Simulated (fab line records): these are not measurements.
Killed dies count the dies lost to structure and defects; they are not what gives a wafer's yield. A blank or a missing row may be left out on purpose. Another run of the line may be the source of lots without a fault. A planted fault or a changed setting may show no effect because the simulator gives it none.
A single fault, viewed from 2 desks	flow sky130	what lay behind the numbers comes last; until then each desk has only its own

AT THE TOOL OWNER'S DESK: furnace-02
The tool's own readings at SKY_PAD_OPEN_ANNEAL_12, given as means over the sampled wafers that have a number, one for each lot that went through this tool. If a lot's mean is further than 4 standard deviations from the usual mean, the lot is out of limits and carries the mark OUT (the distance appears in the brackets). Of its 8 readings 7 are shown: the one that was out of limits first, and those that lie furthest out on some lot.
Columns: A = spike tc bottom C at SKY_PAD_OPEN_ANNEAL_12, usual 429 C; B = spike tc centre C at SKY_PAD_OPEN_ANNEAL_12, usual 401.4 C; C = spike tc lower C at SKY_PAD_OPEN_ANNEAL_12, usual 400.8 C; D = spike tc top C at SKY_PAD_OPEN_ANNEAL_12, usual 428.5 C; E = spike tc upper C at SKY_PAD_OPEN_ANNEAL_12, usual 400.2 C; F = tube center temp C at SKY_PAD_OPEN_ANNEAL_12, usual 400 C; G = tube_center_temp_C_max at SKY_PAD_OPEN_ANNEAL_12, usual 401.05
lot	first seen here	A	B	C	D	E	F	G
L495	day 46 19:44	433	400.7	400.8	428.2	399.6	400	401.10
L497	day 47 11:47	433	400.0	401.6	428.7	398.0	400	400.97
L499	day 47 22:04	453 (+8.1) OUT	421.7 (+15) OUT	422.1 (+21) OUT	451.1 (+17) OUT	420.4 (+17) OUT	422 (+99 or more) OUT	422.53 (+99 or more) OUT
L503	day 48 15:21	453 (+8.0) OUT	422.9 (+15) OUT	422.1 (+21) OUT	450.3 (+17) OUT	421.5 (+18) OUT	422 (+99 or more) OUT	422.52 (+99 or more) OUT
Finding of this desk: L499, L503 out of limits; the first was L499 at day 47 22:04, on spike tc bottom C at SKY_PAD_OPEN_ANNEAL_12. In limits: L495, L497.

THE METROLOGY DESK
What the gauges read for every lot (on any tool): the sampled wafers with a number, averaged. If a lot's mean is further than 4 standard deviations from the usual mean, the lot is out of limits and carries the mark OUT (the distance appears in the brackets).
Columns: A = METAL5_ALCU_RS at SKY_METAL5_RS_MEAS_05, usual 0.0272 ohm/sq
lot	first seen here	A
L494	day 43 21:12	0.0272
L495	day 44 01:56	0.0268
L496	day 44 08:38	0.0276
L497	day 44 20:11	0.0275
L498	day 44 23:22	0.0271
L499	day 45 07:54	0.0272
L503	day 46 02:53	0.0274
L507	day 46 21:45	0.0274
L509	day 47 12:26	0.0278
L511	day 48 02:41	0.0272
L513	day 48 12:20	0.0270
Result from this desk: across the 11 lots, nothing is out of limits.

TAKEN TOGETHER
On L499, L503, at day 47 22:04, an alarm was possible from the tool owner's desk.
The metrology desk saw nothing out of limits.
The metrology desk has L499, L503 on record, within its limits.
Of the lots named, all ran SKY_PAD_OPEN_ANNEAL_12 on furnace-02.

WHAT THE SIMULATOR HAD PUT IN
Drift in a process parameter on furnace-02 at SKY_PAD_OPEN_ANNEAL_12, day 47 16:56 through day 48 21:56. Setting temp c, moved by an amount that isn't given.
Lots struck among those shown: L499, L503.
Time in hours from fault onset to the first out-of-limits reading at each desk: the tool owner's desk, 5.
